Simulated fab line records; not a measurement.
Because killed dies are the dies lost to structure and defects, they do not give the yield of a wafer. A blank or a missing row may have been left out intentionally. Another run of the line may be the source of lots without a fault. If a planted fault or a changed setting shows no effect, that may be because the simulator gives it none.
What tool caused it?    flow gf180mcu    33 wafers from 11 lots sampled at 4 of the route's 602 steps

## WHAT THE GAUGES READ, wafer by wafer
GF_VT_IMPLANT_TW_MEAS_43. Usual: VT_IMPLANT_4_TW gives 693 (standard deviation 4.4).
lot   measured      on             VT_IMPLANT_4_TW  flag
L494  day 8 06:02   film metro-02  689 692 688      
L497  day 9 02:30   film metro-03  695 697 697      
L498  day 9 10:03   film metro-02  695 691 690      
L499  day 9 13:49   film metro-02  30 30 30         OFF
L500  day 10 02:41  film metro-02  30 30 30         OFF
L502  day 11 01:52  film metro-02  693 687 690      
L506  day 12 02:22  film metro-02  687 683 690      
L508  day 12 09:14  film metro-02  687 688 691      
L511  day 13 02:35  film metro-02  694 695 701      
L512  day 13 19:41  film metro-03  695 699 698      
L514  day 14 08:34  film metro-04  695 696 697      

GF_HV_LDD_OVL_MEAS_47. Usual: HV_LDD_03_OVL gives 0.6 nm (standard deviation 1.3).
lot   measured      on          HV_LDD_03_OVL (nm)  flag
L494  day 13 06:00  overlay-02  0.4 0.1 1.2         
L497  day 14 05:46  overlay-01  -0.4 -0.7 -1.3      
L498  day 14 18:02  overlay-02  0.0 0.8 0.9         
L502  day 16 11:11  overlay-01  0.0 0.2 0.7         
L506  day 17 23:15  overlay-02  0.3 0.3 0.1         
L508  day 18 03:43  overlay-01  0.7 1.0 0.2         
L511  day 18 23:25  overlay-02  0.3 0.0 0.7         
L512  day 19 20:09  overlay-01  -0.6 -1.4 -0.4      
L514  day 20 07:58  overlay-01  0.2 1.2 0.5         

## TOOL THAT RAN EACH LOT (tool first, then ch and the chambers of the sampled wafers, then the start)
lot   GF_VT_IMPLANT_STRIP_31                GF_VT_IMPLANT_STRIP_42
L494  plasma asher-01 ch 0,1, day 7 13:20   plasma asher-01 ch 0,1, day 8 05:56
L497  plasma asher-02 ch 0,1, day 8 10:05   plasma asher-02 ch 0, day 9 02:23
L498  plasma asher-01 ch 0,1, day 8 16:50   plasma asher-03 ch 0,1, day 9 09:56
L499  plasma asher-03 ch 0,1, day 8 21:13   plasma asher-02 ch 0,1, day 9 13:44
L500  plasma asher-03 ch 0, day 9 09:02     plasma asher-01 ch 0,1, day 10 02:35
L502  plasma asher-02 ch 0,1, day 10 07:35  plasma asher-02 ch 0,1, day 11 01:45
L506  plasma asher-03 ch 0,1, day 11 06:49  plasma asher-02 ch 0,1, day 12 02:14
L508  plasma asher-03 ch 0,1, day 11 13:44  plasma asher-03 ch 0,1, day 12 09:08
L511  plasma asher-03 ch 0,1, day 12 07:11  plasma asher-02 ch 0,1, day 13 02:29
L512  plasma asher-01 ch 0,1, day 12 23:41  plasma asher-02 ch 0,1, day 13 19:35
L514  plasma asher-03 ch 0,1, day 13 11:46  plasma asher-01 ch 0,1, day 14 08:29
- GF_VT_IMPLANT_STRIP_31: strips in O2/N2.
- GF_VT_IMPLANT_STRIP_42: strips in O2/N2.

## WHAT THE TOOLS THEMSELVES READ (means of the sampled wafers that have a number; where no wafer has one, the mark that the record gives instead)
GF_VT_IMPLANT_STRIP_31. Usual: chamber pressure mTorr 1500.0 mTorr, standard deviation 1.4; drypump motor current A 5.7 A, standard deviation 0.51; heater power w 333 W, standard deviation 27; n2 flow sccm 300.0 sccm, standard deviation 0.85; oes product au 0.716 a.u., standard deviation 0.0052; strip time to endpoint s 12.63 s, standard deviation 0.043.
lot   tool             chamber pressure mTorr (mTorr)  drypump motor current A (A)  heater power w (W)  n2 flow sccm (sccm)  oes product au (a.u.)  strip time to endpoint s (s)  flag
L494  plasma asher-01  1500.9                          5.6                          339                 300.2                0.717                  12.59                         
L497  plasma asher-02  1498.7                          5.5                          344                 301.1                0.718                  12.59                         
L498  plasma asher-01  1500.7                          5.1                          351                 299.9                0.718                  12.66                         
L499  plasma asher-03  -                               -                            -                   -                    -                      -                             OFF
L500  plasma asher-03  -                               -                            -                   -                    -                      -                             OFF
L502  plasma asher-02  1501.2                          5.6                          351                 300.3                0.718                  12.64                         
L506  plasma asher-03  1499.8                          5.8                          309                 300.8                0.713                  12.70                         
L508  plasma asher-03  1499.4                          6.1                          323                 300.1                0.714                  12.70                         
L511  plasma asher-03  1500.3                          6.1                          322                 300.5                0.713                  12.63                         
L512  plasma asher-01  1500.9                          5.6                          337                 300.2                0.715                  12.66                         
L514  plasma asher-03  1499.5                          5.8                          305                 300.5                0.715                  12.64                         

GF_VT_IMPLANT_STRIP_42. Usual: chamber pressure mTorr 1499.8 mTorr, standard deviation 1.4; drypump motor current A 5.6 A, standard deviation 0.49; heater power w 335 W, standard deviation 27; n2 flow sccm 299.9 sccm, standard deviation 0.99; oes product au 0.715 a.u., standard deviation 0.005; strip time to endpoint s 12.63 s, standard deviation 0.036.
lot   tool             chamber pressure mTorr (mTorr)  drypump motor current A (A)  heater power w (W)  n2 flow sccm (sccm)  oes product au (a.u.)  strip time to endpoint s (s)  flag
L494  plasma asher-01  1499.5                          5.1                          345                 300.2                0.716                  12.67                         
L497  plasma asher-02  1500.6                          5.3                          334                 300.1                0.713                  12.63                         
L498  plasma asher-03  1500.5                          5.8                          301                 298.8                0.714                  12.66                         
L499  plasma asher-02  1499.1                          5.5                          351                 299.1                0.714                  27.60                         OFF
L500  plasma asher-01  1499.8                          5.2                          345                 300.9                0.715                  27.56                         OFF
L502  plasma asher-02  1499.3                          5.5                          341                 299.5                0.711                  12.64                         
L506  plasma asher-02  1498.5                          5.5                          346                 300.4                0.713                  12.62                         
L508  plasma asher-03  1500.5                          6.1                          321                 300.0                0.715                  12.65                         
L511  plasma asher-02  1499.2                          5.6                          360                 300.3                0.717                  12.63                         
L512  plasma asher-02  1499.4                          5.6                          350                 299.2                0.714                  12.65                         
L514  plasma asher-01  1499.8                          5.6                          336                 299.9                0.713                  12.63                         

## THE ANSWER, worked out from the rows above alone
Rule: a lot is off if the mean of its wafers that have a number lies more than 3 standard deviations from the usual mean. A lot without any number at a reading at which 4 lots or more have one is off too. Any other lot the step has rows for is counted as sound. After the gauges, taken in route order, come the tools' own readings; for these a lot's mean is taken, as printed above. At the first step where some lot is off, the reading lying furthest off is the one used; lots without a number count as furthest.
Off: L499, L500, at GF_VT_IMPLANT_TW_MEAS_43 (VT_IMPLANT_4_TW).
If a tool, at a process step before that reading, ran all the lots that are off and no sound lot after the first of them, it fits. The gauges at GF_VT_IMPLANT_TW_MEAS_43 aren't tried: what is off there is off at GF_VT_IMPLANT_STRIP_31 too, on other tools, and a gauge's error can't cause that. Not one of the candidates tried fits.

## WHAT THE SIMULATOR HAD PUT IN
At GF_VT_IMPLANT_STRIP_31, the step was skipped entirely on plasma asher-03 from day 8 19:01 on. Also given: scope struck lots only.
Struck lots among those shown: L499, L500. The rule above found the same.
